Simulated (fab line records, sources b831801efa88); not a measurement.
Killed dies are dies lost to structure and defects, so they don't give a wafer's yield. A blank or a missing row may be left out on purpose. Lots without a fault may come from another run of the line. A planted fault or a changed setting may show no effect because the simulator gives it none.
Problem report in the 8D (eight disciplines) form, filled by code | flow sky130 | the parts of the form that need people (team, actions taken, sign-off) are left out

1. THE PROBLEM
prime_temp_c at SKY_PWDE_HMDS_01 reads a mean of 118.68 C on 6 wafers of 2 lots; wafers without a fault read 119.98 C with a standard deviation of 0.15. That is -8.7 standard deviations from the usual mean.
The step: prime time 60 s.
First seen on wafer L119.1, day 5 13:29, on litho_track-03. The record holds 39 wafers of 13 lots with a number at this step. Rule for "out", or "out of limits": more than 4 standard deviations from the usual mean. The other wafers with a number count as sound.

2. WHAT IT IS AND WHAT IT IS NOT
question                    | is                     | is not
which readings at this step | prime_temp_c           | -
which lots                  | L119, L122             | L110, L111, L112, L115, L123, L124, L126, L128, L130, L131, L132
which wafers of those lots  | all that have a number | -
read on which tools         | litho_track-03         | litho_track-01, litho_track-02
when                        | from day 5 13:29       | up to then (12 sound wafers); but 21 sound wafers of L123, L124, L126, L128, L130, L131, L132 came after

3. SUSPECTS, AND WHAT RULES EACH OUT
Counting: a tool at a process step up to the reading stays a suspect if it ran every lot that is out and no sound lot after the first of them.
- litho_track-03 at SKY_PWDE_HMDS_01 (prime time 60 s): kept. It ran every lot that is out, first L119 (day 5 13:29), and no sound lot after that; its last sound lot up to then is L112 (day 3 21:41). Its own readings are out on those wafers: prime_temp_c.
Left after counting: litho_track-03 at SKY_PWDE_HMDS_01.

4. THE CAUSE (what the simulator had put in)
Process parameter drift: litho_track-03, from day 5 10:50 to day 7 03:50, at SKY_PWDE_HMDS_01. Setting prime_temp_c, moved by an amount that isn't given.
Counting left only this tool.

5. THE CHAIN OF EFFECTS, in route order
Each row: a reading whose mean over the struck wafers that have a number lies more than 3 standard deviations from the usual. Only readings for which the record gives a usual standard deviation are gone through. hours: the time from each lot's start at the first step in this table that gives one to its start at this step, as a median over the lots. sigmas: the change in usual standard deviations.
hours | step             | reading      | usual    | on struck wafers | change | sigmas
0     | SKY_PWDE_HMDS_01 | prime_temp_c | 119.98 C | 118.68           | -1.30  | -8.7
The process steps in it:
- SKY_PWDE_HMDS_01: prime time 60 s.
Later measuring or inspecting steps at which every struck wafer that the step has a row for has a number for every such reading, and none has moved that far: SKY_SD_P_OVL_MEAS_08, SKY_METAL2_RS_MEAS_05.

6. WHAT WOULD HAVE CAUGHT IT SOONER
In this record the first reading out of limits was taken at day 5 13:29, 3 hours after the fault began at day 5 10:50.
